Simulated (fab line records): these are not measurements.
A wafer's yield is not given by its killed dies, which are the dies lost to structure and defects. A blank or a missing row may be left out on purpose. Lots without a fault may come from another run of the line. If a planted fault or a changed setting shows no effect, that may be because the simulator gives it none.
Which tool was responsible? :: flow sky130 :: 36 wafers from 12 lots sampled at 6 of the route's 708 steps

WHAT THE GAUGES SHOWED, per wafer
SKY_SD_N_RS_MEAS_16: a four-point-probe measurement.
lot: L837
measured: day 28 01:57
on: film_metro-02
SD_N_RS (ohm/sq): 68.71 68.66 68.78

lot: L838
measured: day 28 03:58
on: film_metro-04
SD_N_RS (ohm/sq): 68.63 68.51 68.56

lot: L839
measured: day 28 22:19
on: film_metro-04
SD_N_RS (ohm/sq): 68.38 68.32 68.61

lot: L842
measured: day 29 13:22
on: film_metro-04
SD_N_RS (ohm/sq): 68.59 68.53 68.63

lot: L843
measured: day 31 02:15
on: film_metro-01
SD_N_RS (ohm/sq): 68.35 68.43 68.43

lot: L847
measured: day 31 09:26
on: film_metro-02
SD_N_RS (ohm/sq): 68.52 68.73 68.67

lot: L849
measured: day 31 23:35
on: film_metro-04
SD_N_RS (ohm/sq): 68.38 68.65 68.46

lot: L851
measured: day 32 15:55
on: film_metro-01
SD_N_RS (ohm/sq): 68.66 68.50 68.54

lot: L852
measured: day 32 18:41
on: film_metro-01
SD_N_RS (ohm/sq): 68.57 68.69 68.60

lot: L855
measured: day 34 01:31
on: film_metro-01
SD_N_RS (ohm/sq): 68.42 68.59 68.50

lot: L858
measured: day 34 16:54
on: film_metro-04
SD_N_RS (ohm/sq): 68.27 68.36 68.39

lot: L860
measured: day 35 06:52
on: film_metro-01
SD_N_RS (ohm/sq): 68.45 68.58 68.50

SKY_SD_N_RS_MEAS_18: a four-point-probe measurement.
lot: L837
measured: day 28 02:11
on: film_metro-02
RES_XHIGH_RS (ohm/sq): 333.8 333.8 334.2

lot: L838
measured: day 28 04:12
on: film_metro-04
RES_XHIGH_RS (ohm/sq): 333.3 333.9 333.3

lot: L839
measured: day 28 22:34
on: film_metro-04
RES_XHIGH_RS (ohm/sq): 330.9 332.3 331.4

lot: L842
measured: day 29 13:36
on: film_metro-04
RES_XHIGH_RS (ohm/sq): 333.5 333.7 333.6

lot: L843
measured: day 31 02:29
on: film_metro-01
RES_XHIGH_RS (ohm/sq): 332.6 331.1 333.4

lot: L847
measured: day 31 09:41
on: film_metro-02
RES_XHIGH_RS (ohm/sq): 335.0 334.1 335.1

lot: L849
measured: day 31 23:49
on: film_metro-04
RES_XHIGH_RS (ohm/sq): 330.2 330.7 331.8

lot: L851
measured: day 32 16:10
on: film_metro-01
RES_XHIGH_RS (ohm/sq): 334.0 334.3 334.4

lot: L852
measured: day 32 18:56
on: film_metro-01
RES_XHIGH_RS (ohm/sq): 333.9 334.7 332.7

lot: L855
measured: day 34 01:45
on: film_metro-01
RES_XHIGH_RS (ohm/sq): 332.3 330.4 331.7

lot: L858
measured: day 34 17:08
on: film_metro-04
RES_XHIGH_RS (ohm/sq): 334.7 333.3 333.4

lot: L860
measured: day 35 07:06
on: film_metro-01
RES_XHIGH_RS (ohm/sq): 335.2 334.5 334.8

SKY_LOCAL_INTERCONNECT_RS_MEAS_01: a four-point-probe measurement.
lot: L837
measured: day 29 08:16
on: film_metro-04
LOCAL_INTERCONNECT_TIN_RS (ohm/sq): 14.16 14.08 14.11

lot: L838
measured: day 29 10:28
on: film_metro-03
LOCAL_INTERCONNECT_TIN_RS (ohm/sq): 13.95 13.90 13.89

lot: L839
measured: day 30 04:34
on: film_metro-03
LOCAL_INTERCONNECT_TIN_RS (ohm/sq): 13.84 14.03 13.98

lot: L842
measured: day 30 19:33
on: film_metro-01
LOCAL_INTERCONNECT_TIN_RS (ohm/sq): 14.04 14.13 13.98

lot: L843
measured: day 32 07:45
on: film_metro-04
LOCAL_INTERCONNECT_TIN_RS (ohm/sq): 13.79 14.02 13.92

lot: L847
measured: day 32 15:53
on: film_metro-03
LOCAL_INTERCONNECT_TIN_RS (ohm/sq): 14.32 14.16 14.25

lot: L849
measured: day 33 05:17
on: film_metro-01
LOCAL_INTERCONNECT_TIN_RS (ohm/sq): 13.91 13.87 14.04

lot: L851
measured: day 33 21:06
on: film_metro-03
LOCAL_INTERCONNECT_TIN_RS (ohm/sq): 15.09 14.70 14.69

lot: L852
measured: day 33 23:07
on: film_metro-03
LOCAL_INTERCONNECT_TIN_RS (ohm/sq): 14.74 14.60 14.82

lot: L855
measured: day 35 06:31
on: film_metro-03
LOCAL_INTERCONNECT_TIN_RS (ohm/sq): 14.25 14.21 14.17

lot: L858
measured: day 35 21:19
on: film_metro-03
LOCAL_INTERCONNECT_TIN_RS (ohm/sq): 14.18 13.98 14.22

lot: L860
measured: day 36 10:30
on: film_metro-01
LOCAL_INTERCONNECT_TIN_RS (ohm/sq): 14.23 14.19 14.15

SKY_LOCAL_INTERCONNECT_THK_MEAS_02: measures by xrf.
lot: L837
measured: day 29 08:23
on: film_metro-04
LOCAL_INTERCONNECT_TIN_THK (nm): 99.3 99.9 99.5

lot: L838
measured: day 29 10:35
on: film_metro-03
LOCAL_INTERCONNECT_TIN_THK (nm): 101.9 102.4 102.5

lot: L839
measured: day 30 04:41
on: film_metro-03
LOCAL_INTERCONNECT_TIN_THK (nm): 102.2 100.7 101.0

lot: L842
measured: day 30 19:40
on: film_metro-01
LOCAL_INTERCONNECT_TIN_THK (nm): 101.1 99.9 100.8

lot: L843
measured: day 32 07:52
on: film_metro-04
LOCAL_INTERCONNECT_TIN_THK (nm): 102.0 100.5 101.0

lot: L847
measured: day 32 15:59
on: film_metro-03
LOCAL_INTERCONNECT_TIN_THK (nm): 98.7 99.1 99.3

lot: L849
measured: day 33 05:24
on: film_metro-01
LOCAL_INTERCONNECT_TIN_THK (nm): 101.5 101.8 100.4

lot: L851
measured: day 33 21:13
on: film_metro-03
LOCAL_INTERCONNECT_TIN_THK (nm): 94.7 96.7 97.3

lot: L852
measured: day 33 23:14
on: film_metro-03
LOCAL_INTERCONNECT_TIN_THK (nm): 96.6 97.7 95.8

lot: L855
measured: day 35 06:38
on: film_metro-03
LOCAL_INTERCONNECT_TIN_THK (nm): 99.3 100.0 100.2

lot: L858
measured: day 35 21:26
on: film_metro-03
LOCAL_INTERCONNECT_TIN_THK (nm): 99.9 101.3 100.0

lot: L860
measured: day 36 10:37
on: film_metro-01
LOCAL_INTERCONNECT_TIN_THK (nm): 100.3 100.2 100.6

SKY_LOCAL_INTERCONNECT_OVL_MEAS_12.
lot: L837
measured: day 30 11:59
on: overlay-01
LOCAL_INTERCONNECT_OVL (nm): -8 -5 -6

lot: L838
measured: day 30 14:26
on: overlay-01
LOCAL_INTERCONNECT_OVL (nm): 7 2 4

lot: L839
measured: day 31 08:23
on: overlay-01
LOCAL_INTERCONNECT_OVL (nm): -3 -3 -2

lot: L842
measured: day 31 23:11
on: overlay-01
LOCAL_INTERCONNECT_OVL (nm): 5 -2 -2

lot: L843
measured: day 33 10:26
on: overlay-02
LOCAL_INTERCONNECT_OVL (nm): 11 5 6

lot: L847
measured: day 33 18:33
on: overlay-01
LOCAL_INTERCONNECT_OVL (nm): 6 7 3

lot: L849
measured: day 34 06:38
on: overlay-02
LOCAL_INTERCONNECT_OVL (nm): -9 -2 2

lot: L851
measured: day 34 23:51
on: overlay-02
LOCAL_INTERCONNECT_OVL (nm): -1 2 4

lot: L852
measured: day 35 01:56
on: overlay-01
LOCAL_INTERCONNECT_OVL (nm): -1 4 0

lot: L855
measured: day 36 07:50
on: overlay-01
LOCAL_INTERCONNECT_OVL (nm): -2 0 -1

lot: L858
measured: day 36 23:02
on: overlay-01
LOCAL_INTERCONNECT_OVL (nm): 0 -4 -6

lot: L860
measured: day 37 12:35
on: overlay-02
LOCAL_INTERCONNECT_OVL (nm): 5 7 -1

EACH LOT AND THE TOOL THAT RAN IT (in order: tool; ch and the chambers of the sampled wafers; start)
lot: L837
SKY_LOCAL_INTERCONNECT_SPUTTER_00: pvd_sputter-03, day 29 08:13

lot: L838
SKY_LOCAL_INTERCONNECT_SPUTTER_00: pvd_sputter-01, day 29 10:23

lot: L839
SKY_LOCAL_INTERCONNECT_SPUTTER_00: pvd_sputter-01, day 30 04:29

lot: L842
SKY_LOCAL_INTERCONNECT_SPUTTER_00: pvd_sputter-03, day 30 19:29

lot: L843
SKY_LOCAL_INTERCONNECT_SPUTTER_00: pvd_sputter-04, day 32 07:41

lot: L847
SKY_LOCAL_INTERCONNECT_SPUTTER_00: pvd_sputter-03, day 32 15:47

lot: L849
SKY_LOCAL_INTERCONNECT_SPUTTER_00: pvd_sputter-01, day 33 05:12

lot: L851
SKY_LOCAL_INTERCONNECT_SPUTTER_00: pvd_sputter-03, day 33 21:01

lot: L852
SKY_LOCAL_INTERCONNECT_SPUTTER_00: pvd_sputter-03, day 33 23:04

lot: L855
SKY_LOCAL_INTERCONNECT_SPUTTER_00: pvd_sputter-01, day 35 06:26

lot: L858
SKY_LOCAL_INTERCONNECT_SPUTTER_00: pvd_sputter-04, day 35 21:15

lot: L860
SKY_LOCAL_INTERCONNECT_SPUTTER_00: pvd_sputter-01, day 36 10:26
- SKY_LOCAL_INTERCONNECT_SPUTTER_00: material TiN, target thk 100 nm, time 83.3 s.

WHAT THE TOOLS THEMSELVES READ (means of the sampled wafers that have a number; where no wafer has one, the mark that the record gives instead)
SKY_LOCAL_INTERCONNECT_SPUTTER_00.
lot: L837
tool: pvd_sputter-03
throttle_valve_pct (%): 30.8

lot: L838
tool: pvd_sputter-01
throttle_valve_pct (%): 30.5

lot: L839
tool: pvd_sputter-01
throttle_valve_pct (%): 30.5

lot: L842
tool: pvd_sputter-03
throttle_valve_pct (%): 29.9

lot: L843
tool: pvd_sputter-04
throttle_valve_pct (%): 30.2

lot: L847
tool: pvd_sputter-03
throttle_valve_pct (%): 29.4

lot: L849
tool: pvd_sputter-01
throttle_valve_pct (%): 30.3

lot: L851
tool: pvd_sputter-03
throttle_valve_pct (%): 30.7

lot: L852
tool: pvd_sputter-03
throttle_valve_pct (%): 30.9

lot: L855
tool: pvd_sputter-01
throttle_valve_pct (%): 30.2

lot: L858
tool: pvd_sputter-04
throttle_valve_pct (%): 30.3

lot: L860
tool: pvd_sputter-01
throttle_valve_pct (%): 30.5

THE ANSWER, worked out from the rows above alone
Rule: the lots themselves supply what counts as usual. The widest of any qualifying gaps counts: lots, ordered by their means at a reading, are off when they make up no more than a third of the lots, leave a main group of 4 or more, and stand apart from it by 3 or more times the standard deviation of that group's means. Not used: any main group whose means are identical at the precision the tables above print for the reading. A lot without any number at a reading at which 4 lots or more have one is off too. Any other lot the step has rows for is counted as sound. Order of review: gauges by route order, followed by the tools' own readings, for which a lot's mean as printed above is used. At the first step where some lot is off, the reading lying furthest off is the one used; lots without a number count as furthest.
Off: L851, L852, seen at SKY_LOCAL_INTERCONNECT_RS_MEAS_01 (LOCAL_INTERCONNECT_TIN_RS). Main group: mean 14.06 ohm/sq, sd 0.12.
If a tool, at a process step before that reading, ran all the lots that are off and no sound lot after the first of them, it fits. Gauges at SKY_LOCAL_INTERCONNECT_RS_MEAS_01: tried the same way as those tools. One fits: SKY_LOCAL_INTERCONNECT_SPUTTER_00 on pvd_sputter-03. Its last sound lot is L847 (day 32 15:47), its first lot that is off L851 (day 33 21:01): a fault that began between those two fits.

WHAT WAS PUT IN BY THE SIMULATOR
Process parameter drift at SKY_LOCAL_INTERCONNECT_SPUTTER_00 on pvd_sputter-03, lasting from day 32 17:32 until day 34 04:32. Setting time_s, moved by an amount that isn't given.
Lots struck among those shown: L851, L852. The rule above found the same.
